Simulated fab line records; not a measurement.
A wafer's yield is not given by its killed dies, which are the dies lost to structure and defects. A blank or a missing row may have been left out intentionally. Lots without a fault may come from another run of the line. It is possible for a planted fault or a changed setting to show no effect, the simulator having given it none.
Matching of chambers | flow sky130 | rie diel-03 running SKY_VIA2_ETCH_15: 4 sister chambers
The step etches SiO2 in C4F8/O2/Ar, stops on TiN, target depth 546 nm, time 84 s. 22 wafers are shown with their chamber, then 11 later ones without.

WAFERS, EACH WITH ITS CHAMBER
wafer  | chamber | oes product au (a.u.) | chamber pressure mTorr (mTorr)
L075.3 | 1       | 0.945                 | 40.01
L075.4 | 2       | 0.938                 | 40.02
L075.6 | 1       | 0.946                 | 39.98
L079.1 | 2       | 0.934                 | 39.98
L079.5 | 1       | 0.939                 | 39.97
L079.6 | 2       | 0.941                 | 39.99
L081.1 | 3       | 0.942                 | 40.01
L081.4 | 0       | 0.945                 | 40.05
L081.6 | 3       | 0.940                 | 39.99
L084.2 | 0       | 0.937                 | 40.05
L084.3 | 2       | 0.935                 | 39.97
L084.4 | 1       | 0.940                 | 39.96
L085.2 | 3       | 0.942                 | 40.01
L085.3 | 0       | 0.943                 | 39.92
L085.5 | 1       | 0.939                 | 40.02
L088.1 | 2       | 0.946                 | 40.00
L088.3 | 3       | 0.938                 | 40.02
L088.4 | 1       | 0.939                 | 40.02
L089.1 | 2       | 0.941                 | 39.95
L089.5 | 1       | 0.943                 | 39.95
L089.6 | 2       | 0.943                 | 40.03
L091.2 | 2       | 0.933                 | 40.00

SIGNATURES (averages over the wafers above)
reading                | chamber 0 | chamber 1 | chamber 2 | chamber 3 | scatter within a chamber
oes product au         | 0.94167   | 0.94157   | 0.93888   | 0.94050   | 0.00374
chamber pressure mTorr | 40.0067   | 39.9871   | 39.9925   | 40.0075   | 0.0347
Rule: a wafer's distance from a chamber is the root of the sum, over the readings, of the square of ((its reading less the chamber's mean) divided by the reading's scatter). If the next closest chamber is less than 2 further off than the closest, the wafer can't be placed; otherwise it belongs to the closest. The scatter: the root of (the sum of the squares of (reading less its chamber's mean) over the shown wafers, divided by (wafers less chambers)).

WAFERS WITHOUT THEIR CHAMBER
wafer  | oes product au (a.u.) | chamber pressure mTorr (mTorr)
L091.3 | 0.943                 | 40.00
L091.5 | 0.943                 | 40.02
L092.1 | 0.945                 | 39.97
L092.2 | 0.942                 | 39.99
L092.6 | 0.942                 | 39.97
L093.1 | 0.936                 | 39.96
L093.5 | 0.936                 | 39.96
L093.6 | 0.939                 | 40.00
L094.2 | 0.934                 | 40.01
L094.4 | 0.938                 | 40.01
L094.5 | 0.941                 | 40.05

EACH ONE'S CHAMBER
wafer  | from the rows above               | in truth
L091.3 | can't be placed: 0 or 1 or 3 or 2 | 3
L091.5 | can't be placed: 0 or 3 or 1 or 2 | 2
L092.1 | can't be placed: 1 or 0 or 3 or 2 | 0
L092.2 | can't be placed: 1 or 0 or 3 or 2 | 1
L092.6 | can't be placed: 1 or 2 or 0 or 3 | 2
L093.1 | can't be placed: 2 or 1 or 3 or 0 | 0
L093.5 | can't be placed: 2 or 1 or 3 or 0 | 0
L093.6 | can't be placed: 2 or 3 or 0 or 1 | 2
L094.2 | can't be placed: 2 or 3 or 0 or 1 | 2
L094.4 | can't be placed: 2 or 3 or 0 or 1 | 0
L094.5 | can't be placed: 3 or 0 or 2 or 1 | 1
0 of 11 placed correctly. From these rows, 11 cannot be placed; in 11 the true chamber is one of the candidates. Number placed wrongly: 0.
